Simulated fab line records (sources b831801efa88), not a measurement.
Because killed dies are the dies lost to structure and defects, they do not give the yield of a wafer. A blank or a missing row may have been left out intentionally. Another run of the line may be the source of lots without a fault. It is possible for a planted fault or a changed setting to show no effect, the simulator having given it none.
The tool behind it: which one? ; flow gf180mcu ; 36 wafers from 12 lots sampled at 5 of the route's 602 steps

## WHAT THE GAUGES SHOWED, per wafer
GF_HV_LDD_CD_MEAS_31: the cd target is 400 nm.
lot;measured;on;cd_nm (nm)
L861;day 12 08:56;cd_sem-02;401.3 399.2 399.0
L863;day 12 22:14;cd_sem-01;406.3 405.2 404.8
L865;day 13 02:23;cd_sem-01;403.1 400.6 400.5
L866;day 13 15:07;cd_sem-02;400.7 402.7 404.5
L869;day 14 03:05;cd_sem-01;403.3 401.9 401.7
L868;day 14 07:11;cd_sem-02;404.9 404.0 403.9
L873;day 15 08:38;cd_sem-01;402.7 399.5 400.1
L874;day 15 18:31;cd_sem-01;403.3 403.7 404.9
L875;day 15 21:08;cd_sem-02;- - -
L878;day 17 01:31;cd_sem-02;402.3 400.7 402.1
L880;day 17 13:26;cd_sem-01;402.6 403.1 401.9
L884;day 18 18:20;cd_sem-01;404.8 402.4 404.4

GF_HV_LDD_TW_MEAS_38.
lot;measured;on;HV_LDD_3_TW
L861;day 12 09:47;film_metro-01;1464 1455 1460
L863;day 12 23:04;film_metro-02;1443 1446 1452
L865;day 13 03:16;film_metro-02;1454 1460 1463
L866;day 13 15:58;film_metro-01;1444 1447 1438
L869;day 14 03:56;film_metro-03;1420 1426 1431
L868;day 14 08:03;film_metro-02;1451 1447 1447
L873;day 15 09:29;film_metro-03;1438 1426 1426
L874;day 15 19:22;film_metro-03;1422 1420 1427
L875;day 15 21:59;film_metro-01;30 30 30
L878;day 17 02:22;film_metro-03;1430 1421 1418
L880;day 17 14:17;film_metro-01;1448 1452 1457
L884;day 18 19:10;film_metro-01;1446 1450 1452

GF_V1_OVL_MEAS_15.
lot;measured;on;V1_OVL (nm)
L861;day 18 23:16;overlay-02;7 3 -1
L863;day 19 17:01;overlay-02;7 1 3
L865;day 19 22:46;overlay-01;-5 -3 5
L866;day 20 15:46;overlay-02;1 -6 1
L869;day 21 06:22;overlay-02;1 6 8
L868;day 21 15:31;overlay-02;-7 -3 -2
L873;day 22 22:40;overlay-01;5 8 3
L874;day 23 00:25;overlay-02;-14 2 5
L878;day 24 07:14;overlay-01;-2 2 -12
L880;day 24 17:45;overlay-02;3 10 10
L884;day 25 21:14;overlay-01;2 -9 -6

## EACH LOT AND THE TOOL THAT RAN IT (in order: tool; ch and the chambers of the sampled wafers; start)
lot;GF_HV_LDD_EXPOSE_28;GF_CONTACT_ETCH_16
L861;iline_stepper-01 ch 0, day 11 23:56;rie_diel-04 ch 1,2,3, day 16 20:44
L863;iline_stepper-02 ch 0, day 12 12:54;rie_diel-02 ch 1,2,3, day 17 14:21
L865;iline_stepper-01 ch 0, day 12 17:23;rie_diel-01 ch 0,1,2, day 17 18:17
L866;iline_stepper-02 ch 0, day 13 05:41;rie_diel-02 ch 0,1,2, day 18 11:02
L869;iline_stepper-02 ch 0, day 13 17:29;rie_diel-04 ch 1,2, day 19 03:05
L868;iline_stepper-02 ch 0, day 13 21:14;rie_diel-04 ch 0,2,3, day 19 11:44
L873;iline_stepper-01 ch 0, day 14 22:07;rie_diel-01 ch 0,1,3, day 20 12:14
L874;iline_stepper-02 ch 0, day 15 08:35;rie_diel-01 ch 0,1,2, day 20 23:17
L875;iline_stepper-02 ch 0, day 15 11:08;-
L878;iline_stepper-02 ch 0, day 16 14:21;rie_diel-04 ch 1,3, day 22 06:38
L880;iline_stepper-01 ch 0, day 17 01:38;rie_diel-02 ch 0,2, day 22 18:44
L884;iline_stepper-01 ch 0, day 18 06:36;rie_diel-04 ch 0,1,3, day 23 23:23
- GF_HV_LDD_EXPOSE_28: exposes mask Nplus HV AREA, target cd 400 nm.
- GF_CONTACT_ETCH_16: etches BARC in N2/H2.

## AS READ BY THE TOOLS THEMSELVES (means over the sampled wafers that have a number; for cases with no such wafer, the mark the record gives instead)
GF_CONTACT_ETCH_16.
lot;tool;drypump_motor_current_A (A);oes_product_au (a.u.);throttle_valve_pct (%)
L861;rie_diel-04;5.4;0.849;13.221
L863;rie_diel-02;5.3;0.856;13.224
L865;rie_diel-01;5.4;0.852;13.223
L866;rie_diel-02;5.4;0.854;13.227
L869;rie_diel-04;5.2;0.859;13.232
L868;rie_diel-04;5.5;0.857;13.227
L873;rie_diel-01;5.6;0.854;13.220
L874;rie_diel-01;5.4;0.857;13.231
L878;rie_diel-04;5.5;0.851;13.222
L880;rie_diel-02;5.4;0.858;13.216
L884;rie_diel-04;5.6;0.856;13.221

## THE ANSWER, worked out from the rows above alone
Rule: what is usual is taken from the lots themselves. Put in order of their means at a reading, lots are off if they are a third of the lots or fewer, leave a main group of 4 or more, and stand apart from it by a gap of 3 or more times the standard deviation of the main group's means; of several such gaps the widest counts. A main group is skipped when, at the precision printed for the reading in the tables above, its means are all equal. A lot without any number at a reading at which 4 lots or more have one is off too. Where the step has rows for the other lots, those lots are counted as sound. First the gauges in route order, then the tools' own readings, where a lot's mean is used as printed above. At the first step where some lot is off, the reading lying furthest off is the one used; lots without a number count as furthest.
Off: L875 (GF_HV_LDD_CD_MEAS_31, cd_nm). Without a number there: L875. Main group: mean 402.6 nm, sd 1.6.
A tool fits if, at a process step before that reading, it ran every lot that is off, and no sound lot after the first of them. The gauges at GF_HV_LDD_CD_MEAS_31 aren't tried: what is off there is off at GF_HV_LDD_TW_MEAS_38 too, on other tools, and a gauge's error can't cause that. None of those tried fits.

## WHAT HAD BEEN PUT IN BY THE SIMULATOR
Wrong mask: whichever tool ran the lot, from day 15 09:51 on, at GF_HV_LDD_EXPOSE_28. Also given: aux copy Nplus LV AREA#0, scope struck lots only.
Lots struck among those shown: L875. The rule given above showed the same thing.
